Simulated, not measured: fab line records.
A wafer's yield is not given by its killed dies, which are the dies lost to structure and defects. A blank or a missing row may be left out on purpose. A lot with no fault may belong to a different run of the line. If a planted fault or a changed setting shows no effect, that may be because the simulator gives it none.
Which tool is to blame? || flow sky130 || Sampling: 6 lots, 18 wafers, 2 of 708 route steps

WHAT THE GAUGES SHOWED, per wafer
SKY_SD_N_TW_MEAS_12.
{"lot": "L348", "measured": "day 28 04:18", "on": "film_metro-01", "SD_N_TW": "4027 3995 4009"}
{"lot": "L351", "measured": "day 28 23:17", "on": "film_metro-04", "SD_N_TW": "3941 3972 3947"}
{"lot": "L361", "measured": "day 32 18:31", "on": "film_metro-04", "SD_N_TW": "3924 3906 3908"}
{"lot": "L364", "measured": "day 33 09:15", "on": "film_metro-01", "SD_N_TW": "3979 3986 3998"}
{"lot": "L366", "measured": "day 34 01:05", "on": "film_metro-01", "SD_N_TW": "3993 4001 3990"}
{"lot": "L368", "measured": "day 34 15:31", "on": "film_metro-04", "SD_N_TW": "3968 3956 3957"}

TOOL THAT RAN EACH LOT (tool first, then ch and the chambers of the sampled wafers, then the start)
{"lot": "L348", "SKY_POLY_CUT_STRIP_12": "plasma_asher-02 ch 1, day 24 12:35"}
{"lot": "L351", "SKY_POLY_CUT_STRIP_12": "plasma_asher-03 ch 0,1, day 25 09:29"}
{"lot": "L361", "SKY_POLY_CUT_STRIP_12": "plasma_asher-03 ch 0,1, day 29 05:59"}
{"lot": "L364", "SKY_POLY_CUT_STRIP_12": "plasma_asher-03 ch 0,1, day 30 00:08"}
{"lot": "L366", "SKY_POLY_CUT_STRIP_12": "plasma_asher-03 ch 0,1, day 30 14:11"}
{"lot": "L368", "SKY_POLY_CUT_STRIP_12": "plasma_asher-03 ch 0,1, day 31 06:20"}
- SKY_POLY_CUT_STRIP_12: strips in O2/N2.

THE ANSWER, worked out from the rows above alone
Rule: the lots themselves supply what counts as usual. The widest of any qualifying gaps counts: lots, ordered by their means at a reading, are off when they make up no more than a third of the lots, leave a main group of 4 or more, and stand apart from it by 3 or more times the standard deviation of that group's means. Not used: any main group whose means are identical at the precision the tables above print for the reading. Also off: a lot with no number at a reading for which 4 or more lots have one. Any other lot the step has rows for is counted as sound.
None of the lots is off at any reading shown; this tells nothing.

WHAT THE SIMULATOR HAD PUT IN
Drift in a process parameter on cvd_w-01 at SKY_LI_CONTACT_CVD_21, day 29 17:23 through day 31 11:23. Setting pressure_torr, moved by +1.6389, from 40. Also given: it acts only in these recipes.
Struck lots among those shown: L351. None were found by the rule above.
